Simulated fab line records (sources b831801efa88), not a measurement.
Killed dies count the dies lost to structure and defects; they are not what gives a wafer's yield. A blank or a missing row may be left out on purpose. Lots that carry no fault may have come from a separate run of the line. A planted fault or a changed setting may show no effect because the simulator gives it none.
Chamber matching / flow gf180mcu / 4 sister chambers for GF_V2_ETCH_16 on rie-diel-02
The step etches BARC in N2/H2. 4 wafers are shown with their chamber, then 8 later ones without.

## EACH WAFER AND ITS CHAMBER
wafer=L082.3; chamber=1; drypump-motor-current-A (A)=5.97
wafer=L089.1; chamber=0; drypump-motor-current-A (A)=6.05
wafer=L089.5; chamber=2; drypump-motor-current-A (A)=5.74
wafer=L091.4; chamber=3; drypump-motor-current-A (A)=5.61

## WAFERS WITH NO CHAMBER GIVEN
wafer=L091.5; drypump-motor-current-A (A)=5.62
wafer=L091.6; drypump-motor-current-A (A)=6.06
wafer=L092.1; drypump-motor-current-A (A)=5.76
wafer=L092.2; drypump-motor-current-A (A)=5.97
wafer=L092.3; drypump-motor-current-A (A)=5.61
wafer=L094.2; drypump-motor-current-A (A)=6.07
wafer=L094.4; drypump-motor-current-A (A)=5.61
wafer=L094.6; drypump-motor-current-A (A)=5.96

## EACH ONE'S CHAMBER
wafer=L091.5; from the rows above=3; in truth=3
wafer=L091.6; from the rows above=0; in truth=0
wafer=L092.1; from the rows above=2; in truth=2
wafer=L092.2; from the rows above=1; in truth=1
wafer=L092.3; from the rows above=3; in truth=3
wafer=L094.2; from the rows above=0; in truth=0
wafer=L094.4; from the rows above=3; in truth=3
wafer=L094.6; from the rows above=1; in truth=1
Correctly placed: 8 of 8. Can't be placed from these rows: 0. Wrongly placed: 0.
How it was worked out, from the rows above alone: a wafer's distance from a chamber is the root of the sum, over the readings, of the square of ((its reading less the chamber's mean) divided by the reading's scatter). The wafer belongs to the nearest chamber; if the next one is less than 2 further off, it can't be placed. For every chamber, the mean is computed from those of its wafers that are shown. The scatter: with one shown wafer a chamber, the root of the mean of the squares of how far each hidden wafer lies from its nearest shown one.
